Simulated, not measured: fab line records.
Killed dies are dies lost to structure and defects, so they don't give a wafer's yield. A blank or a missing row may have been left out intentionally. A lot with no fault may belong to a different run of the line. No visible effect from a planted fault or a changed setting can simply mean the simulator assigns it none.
What tool caused it? || flow sky130 || 10 lots, 30 wafers sampled, at 3 steps of a route of 708

WHAT THE GAUGES SHOWED, per wafer
SKY_NWELL_TW_MEAS_15. Usual: NWELL_TW typically reads 1816, with standard deviation 17.
{"lot": "L471", "measured": "day 4 14:50", "on": "film_metro-03", "NWELL_TW": "1821 1823 1832", "flag": ""}
{"lot": "L475", "measured": "day 5 14:38", "on": "film_metro-02", "NWELL_TW": "1822 1827 1841", "flag": ""}
{"lot": "L477", "measured": "day 6 01:52", "on": "film_metro-03", "NWELL_TW": "1823 1835 1831", "flag": ""}
{"lot": "L486", "measured": "day 8 05:56", "on": "film_metro-03", "NWELL_TW": "1824 1830 1825", "flag": ""}
{"lot": "L487", "measured": "day 8 11:47", "on": "film_metro-02", "NWELL_TW": "1818 1826 1813", "flag": ""}
{"lot": "L488", "measured": "day 9 06:50", "on": "film_metro-04", "NWELL_TW": "1786 1791 1785", "flag": ""}
{"lot": "L490", "measured": "day 9 08:26", "on": "film_metro-02", "NWELL_TW": "1809 1818 1817", "flag": ""}
{"lot": "L491", "measured": "day 9 12:47", "on": "film_metro-02", "NWELL_TW": "1807 1822 1812", "flag": ""}
{"lot": "L492", "measured": "day 9 20:10", "on": "film_metro-04", "NWELL_TW": "1781 1781 1785", "flag": ""}
{"lot": "L494", "measured": "day 10 06:40", "on": "film_metro-02", "NWELL_TW": "1815 1811 1813", "flag": ""}

SKY_POLY_GATE_THK_MEAS_01. Usual: POLY_GATE_CVD_00_THK typically reads 179.5 nm, with standard deviation 1.3.
{"lot": "L471", "measured": "day 14 01:08", "on": "film_metro-02", "POLY_GATE_CVD_00_THK (nm)": "180.7 178.9 178.8", "flag": ""}
{"lot": "L475", "measured": "day 15 15:25", "on": "film_metro-04", "POLY_GATE_CVD_00_THK (nm)": "177.0 178.0 178.0", "flag": ""}
{"lot": "L477", "measured": "day 16 05:55", "on": "film_metro-04", "POLY_GATE_CVD_00_THK (nm)": "126.6 125.5 127.1", "flag": "OFF"}
{"lot": "L486", "measured": "day 19 10:07", "on": "film_metro-04", "POLY_GATE_CVD_00_THK (nm)": "178.4 178.6 180.0", "flag": ""}
{"lot": "L487", "measured": "day 19 21:38", "on": "film_metro-01", "POLY_GATE_CVD_00_THK (nm)": "180.3 179.3 177.8", "flag": ""}
{"lot": "L488", "measured": "day 20 22:23", "on": "film_metro-04", "POLY_GATE_CVD_00_THK (nm)": "178.8 178.1 178.7", "flag": ""}
{"lot": "L490", "measured": "day 20 23:35", "on": "film_metro-02", "POLY_GATE_CVD_00_THK (nm)": "178.1 178.4 179.2", "flag": ""}
{"lot": "L491", "measured": "day 21 07:20", "on": "film_metro-04", "POLY_GATE_CVD_00_THK (nm)": "178.9 179.4 178.8", "flag": ""}
{"lot": "L492", "measured": "day 21 14:58", "on": "film_metro-01", "POLY_GATE_CVD_00_THK (nm)": "180.4 179.1 178.9", "flag": ""}
{"lot": "L494", "measured": "day 21 23:47", "on": "film_metro-04", "POLY_GATE_CVD_00_THK (nm)": "177.5 178.7 178.4", "flag": ""}

WHICH TOOL RAN EACH LOT (tool, then ch and the chambers of the sampled wafers, then the start)
{"lot": "L471", "SKY_POLY_GATE_CVD_00": "lpcvd-01 ch 0, day 13 23:56"}
{"lot": "L475", "SKY_POLY_GATE_CVD_00": "lpcvd-01 ch 1, day 15 14:12"}
{"lot": "L477", "SKY_POLY_GATE_CVD_00": "lpcvd-01 ch 1, day 16 04:43"}
{"lot": "L486", "SKY_POLY_GATE_CVD_00": "lpcvd-01 ch 0, day 19 08:53"}
{"lot": "L487", "SKY_POLY_GATE_CVD_00": "lpcvd-01 ch 0, day 19 20:25"}
{"lot": "L488", "SKY_POLY_GATE_CVD_00": "lpcvd-01 ch 0, day 20 21:11"}
{"lot": "L490", "SKY_POLY_GATE_CVD_00": "lpcvd-01 ch 1, day 20 22:23"}
{"lot": "L491", "SKY_POLY_GATE_CVD_00": "lpcvd-01 ch 1, day 21 06:07"}
{"lot": "L492", "SKY_POLY_GATE_CVD_00": "lpcvd-01 ch 0, day 21 13:46"}
{"lot": "L494", "SKY_POLY_GATE_CVD_00": "lpcvd-01 ch 1, day 21 22:35"}
- SKY_POLY_GATE_CVD_00: deposits poly-Si, target thk 180 nm, time 720 s.

AS READ BY THE TOOLS THEMSELVES (means over the sampled wafers that have a number; for cases with no such wafer, the mark the record gives instead)
SKY_POLY_GATE_CVD_00. Usual: pressure_mtorr 200.0 mTorr, standard deviation 0.38; zone_power_bottom_pct 13.11 %, standard deviation 0.13.
{"lot": "L471", "tool": "lpcvd-01", "pressure_mtorr (mTorr)": 200.1, "zone_power_bottom_pct (%)": 13.07, "flag": ""}
{"lot": "L475", "tool": "lpcvd-01", "pressure_mtorr (mTorr)": 199.8, "zone_power_bottom_pct (%)": 13.17, "flag": ""}
{"lot": "L477", "tool": "lpcvd-01", "pressure_mtorr (mTorr)": 100.2, "zone_power_bottom_pct (%)": 13.13, "flag": "OFF"}
{"lot": "L486", "tool": "lpcvd-01", "pressure_mtorr (mTorr)": 200.2, "zone_power_bottom_pct (%)": 13.04, "flag": ""}
{"lot": "L487", "tool": "lpcvd-01", "pressure_mtorr (mTorr)": 200.0, "zone_power_bottom_pct (%)": 12.90, "flag": ""}
{"lot": "L488", "tool": "lpcvd-01", "pressure_mtorr (mTorr)": 200.1, "zone_power_bottom_pct (%)": 13.13, "flag": ""}
{"lot": "L490", "tool": "lpcvd-01", "pressure_mtorr (mTorr)": 199.6, "zone_power_bottom_pct (%)": 13.09, "flag": ""}
{"lot": "L491", "tool": "lpcvd-01", "pressure_mtorr (mTorr)": 199.8, "zone_power_bottom_pct (%)": 13.16, "flag": ""}
{"lot": "L492", "tool": "lpcvd-01", "pressure_mtorr (mTorr)": 200.2, "zone_power_bottom_pct (%)": 13.12, "flag": ""}
{"lot": "L494", "tool": "lpcvd-01", "pressure_mtorr (mTorr)": 199.6, "zone_power_bottom_pct (%)": 13.12, "flag": ""}

THE ANSWER, worked out from the rows above alone
Rule: a lot counts as off when the mean over its wafers that have a number is more than 3 standard deviations away from the usual mean. A lot without any number at a reading at which 4 lots or more have one is off too. Any other lot the step has rows for is counted as sound. The gauges are gone through in route order, then the tools' own readings, and for those a lot's mean is taken as printed above. The first step at which some lot is off is used, and at that step the reading that is off furthest; a lot without a number counts as furthest.
Off: L477, seen at SKY_POLY_GATE_THK_MEAS_01 (POLY_GATE_CVD_00_THK).
If a tool, at a process step before that reading, ran all the lots that are off and no sound lot after the first of them, it fits. The gauges at SKY_POLY_GATE_THK_MEAS_01 aren't tried: what is off there is off at SKY_POLY_GATE_CVD_00 too, on other tools, and a gauge's error can't cause that. None of those tried fits.

WHAT WAS PUT IN BY THE SIMULATOR
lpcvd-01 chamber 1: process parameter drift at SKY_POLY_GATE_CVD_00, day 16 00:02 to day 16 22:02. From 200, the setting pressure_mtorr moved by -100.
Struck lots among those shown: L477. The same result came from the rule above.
